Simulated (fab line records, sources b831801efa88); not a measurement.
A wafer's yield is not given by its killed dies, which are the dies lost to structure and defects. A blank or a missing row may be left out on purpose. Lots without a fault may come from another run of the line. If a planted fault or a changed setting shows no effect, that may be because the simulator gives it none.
Problem report in the 8D (eight disciplines) form, filled by code || flow sky130 || the parts of the form that need people (team, actions taken, sign-off) are left out

1. WHAT IS WRONG
rotationDeg at SKY_LDD_N_IMPLANT_08 reads a mean of 229.738 degrees on 6 wafers of 2 lots; wafers without a fault read 22.993 degrees with a standard deviation of 0.021. So: +99 or more standard deviations from the usual mean.
Seen first at day 20 15:58 on implanter-01, wafer L774.2. At this step, 36 wafers from 12 lots have a number in the record. Rule for "out", or "out of limits": more than 4 standard deviations from the usual mean. All remaining wafers that have a number are taken as sound.

2. WHAT IT IS, AND WHAT IT ISN'T
{"question": "which readings at this step", "is": "rotationDeg", "is not": "endStationPressureTorr"}
{"question": "which lots", "is": "L774, L776", "is not": "L766, L768, L782, L783, L784, L785, L786, L787, L788, L789"}
{"question": "which wafers of those lots", "is": "all that have a number", "is not": "-"}
{"question": "read on which tools", "is": "implanter-01", "is not": "implanter-02, implanter-03"}
{"question": "when", "is": "from day 20 15:58", "is not": "up to then (6 sound wafers); but 24 sound wafers of L782, L783, L784, L785, L786, L787, L788, L789 came after"}

3. WHAT RULES OUT EACH SUSPECT
Counting: a tool stays on the suspect list if, at a process step up to the reading, it processed all lots that are out and no sound lot following the first of them.
- implanter-01 at SKY_LDD_N_IMPLANT_08: ruled out as a lasting fault. Following L774 (day 20 15:58), the first lot on it that is out, the sound lots L782, L784, L786, L787 were run on it.
Left after counting: nothing in the record.

4. THE CAUSE (what the simulator had put in)
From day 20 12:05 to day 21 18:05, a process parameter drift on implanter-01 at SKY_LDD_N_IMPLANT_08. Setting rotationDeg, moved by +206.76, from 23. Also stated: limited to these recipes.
Counting ruled it out, wrongly.

5. SEQUENCE OF EFFECTS, ordered by route
Each row: a reading where the mean over the struck wafers with a number is more than 3 standard deviations away from the usual. Only readings whose record carries a usual standard deviation are examined. hours: median over the lots of the time between each lot's start at the first step of this table that gives one and its start at this step. sigmas: the change, counted in usual standard deviations.
{"hours": 0, "step": "SKY_LDD_N_IMPLANT_08", "reading": "rotationDeg", "usual": "22.993 degrees", "on struck wafers": 229.738, "change": "+206.745", "sigmas": "+99 or more"}
Here are the process steps it includes:
- SKY_LDD_N_IMPLANT_08
Later measuring or inspecting steps at which every struck wafer that the step has a row for has a number for every such reading, and none has moved that far: SKY_LDD_P_CD_MEAS_07.

6. HOW IT WOULD HAVE BEEN CAUGHT EARLIER
In this record the first reading out of limits was taken at day 20 15:58, 4 hours after the fault began at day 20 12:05.
